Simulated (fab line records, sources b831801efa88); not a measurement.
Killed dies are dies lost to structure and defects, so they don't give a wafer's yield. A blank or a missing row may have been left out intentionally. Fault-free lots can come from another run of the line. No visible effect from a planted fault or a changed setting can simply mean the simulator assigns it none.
Matching of chambers + flow sky130 + SKY_VIA4_CMP_02 on cmp-01: 4 sister chambers
The step polishes SiO2. 8 wafers are shown with their chamber, then 12 later ones without.

WAFERS WITH THEIR CHAMBER
| wafer  | chamber | motorCurrentA (A) |
|--------|---------|-------------------|
| L080.5 | 3       | 12.9              |
| L083.2 | 3       | 12.8              |
| L087.1 | 1       | 12.7              |
| L087.2 | 0       | 10.9              |
| L087.5 | 1       | 12.4              |
| L088.1 | 2       | 11.3              |
| L088.3 | 0       | 10.7              |
| L088.5 | 2       | 11.0              |

WAFERS WITH NO CHAMBER GIVEN
| wafer  | motorCurrentA (A) |
|--------|-------------------|
| L089.3 | 13.2              |
| L089.4 | 12.8              |
| L089.5 | 12.9              |
| L090.1 | 10.9              |
| L090.2 | 11.8              |
| L090.3 | 12.9              |
| L093.1 | 13.0              |
| L093.2 | 10.6              |
| L093.4 | 11.8              |
| L096.1 | 13.1              |
| L096.2 | 10.8              |
| L096.5 | 11.9              |

CHAMBER TAKEN BY EACH
| wafer  | from the rows above          | in truth |
|--------|------------------------------|----------|
| L089.3 | can't be placed: 3 or 1      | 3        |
| L089.4 | can't be placed: 3 or 1      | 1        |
| L089.5 | can't be placed: 3 or 1      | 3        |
| L090.1 | can't be placed: 0 or 2      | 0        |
| L090.2 | can't be placed: 2 or 1      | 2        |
| L090.3 | can't be placed: 3 or 1      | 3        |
| L093.1 | can't be placed: 3 or 1      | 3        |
| L093.2 | 0                            | 0        |
| L093.4 | can't be placed: 2 or 1      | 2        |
| L096.1 | can't be placed: 3 or 1      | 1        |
| L096.2 | 0                            | 0        |
| L096.5 | can't be placed: 1 or 2 or 3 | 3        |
2 of 12 placed correctly. Not placeable from these rows: 10 (in 10, the candidates include the true chamber). Number placed wrongly: 0.
How it was worked out, from the rows above alone: a wafer's distance from a chamber is the root of the sum, over the readings, of the square of ((its reading less the chamber's mean) divided by the reading's scatter). If the next closest chamber is less than 2 further off than the closest, the wafer can't be placed; otherwise it belongs to the closest. Each chamber's mean is taken over the wafers shown for it. The scatter: the root of (the sum of the squares of (reading less its chamber's mean) over the shown wafers, divided by (wafers less chambers)).
